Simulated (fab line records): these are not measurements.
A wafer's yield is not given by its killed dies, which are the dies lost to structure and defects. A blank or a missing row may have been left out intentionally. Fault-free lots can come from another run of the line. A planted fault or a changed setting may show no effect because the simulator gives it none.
The tool behind it: which one? | flow sky130 | 7 lots, 21 wafers sampled, at 2 steps of a route of 708

== WHAT THE GAUGES READ, wafer by wafer ==
SKY_LDD_HVP_TW_MEAS_10.
lot  | measured     | on            | LDD_HVP_TW
L502 | day 23 01:34 | film metro-01 | 458.6 459.1 458.1
L503 | day 23 17:54 | film metro-03 | 690.1 694.5 691.3 695.3 688.7 689.2
L513 | day 26 18:29 | film metro-01 | 459.2 461.0 458.6
L515 | day 27 11:11 | film metro-04 | 456.6 456.6 457.4
L518 | day 28 07:16 | film metro-01 | 455.5 456.9 457.0
L520 | day 29 16:59 | film metro-04 | 457.2 459.7 458.6
L523 | day 30 05:19 | film metro-03 | 463.6 460.6 457.6

== WHICH TOOL RAN EACH LOT (tool, then ch and the chambers of the sampled wafers, then the start) ==
lot  | SKY_LDD_HVP_IMPLANT_08
L502 | implanter-04 ch 0, day 23 01:20
L503 | implanter-04 ch 0, day 23 17:40
L513 | implanter-04 ch 0, day 26 18:14
L515 | implanter-04 ch 0, day 27 10:56
L518 | implanter-04 ch 0, day 28 07:03
L520 | implanter-03 ch 0, day 29 16:44
L523 | implanter-03 ch 0, day 30 05:05
- SKY_LDD_HVP_IMPLANT_08

== THE ANSWER, worked out from the rows above alone ==
Rule: usual is defined by the lots themselves. Put in order of their means at a reading, lots are off if they are a third of the lots or fewer, leave a main group of 4 or more, and stand apart from it by a gap of 3 or more times the standard deviation of the main group's means; of several such gaps the widest counts. A main group whose means are all the same, to the digits that the tables above print for the reading, isn't used. A lot without any number at a reading at which 4 lots or more have one is off too. All remaining lots with rows at the step are treated as sound.
Off: at SKY_LDD_HVP_TW_MEAS_10 (LDD_HVP_TW), L503. Mean 458.4 and standard deviation 1.4 in the main group.
If a tool, at a process step before that reading, ran all the lots that are off and no sound lot after the first of them, it fits. Those tools and the gauges at SKY_LDD_HVP_TW_MEAS_10 are tried in the same way. Of those tried, none fits.

== WHAT THE SIMULATOR PUT IN ==
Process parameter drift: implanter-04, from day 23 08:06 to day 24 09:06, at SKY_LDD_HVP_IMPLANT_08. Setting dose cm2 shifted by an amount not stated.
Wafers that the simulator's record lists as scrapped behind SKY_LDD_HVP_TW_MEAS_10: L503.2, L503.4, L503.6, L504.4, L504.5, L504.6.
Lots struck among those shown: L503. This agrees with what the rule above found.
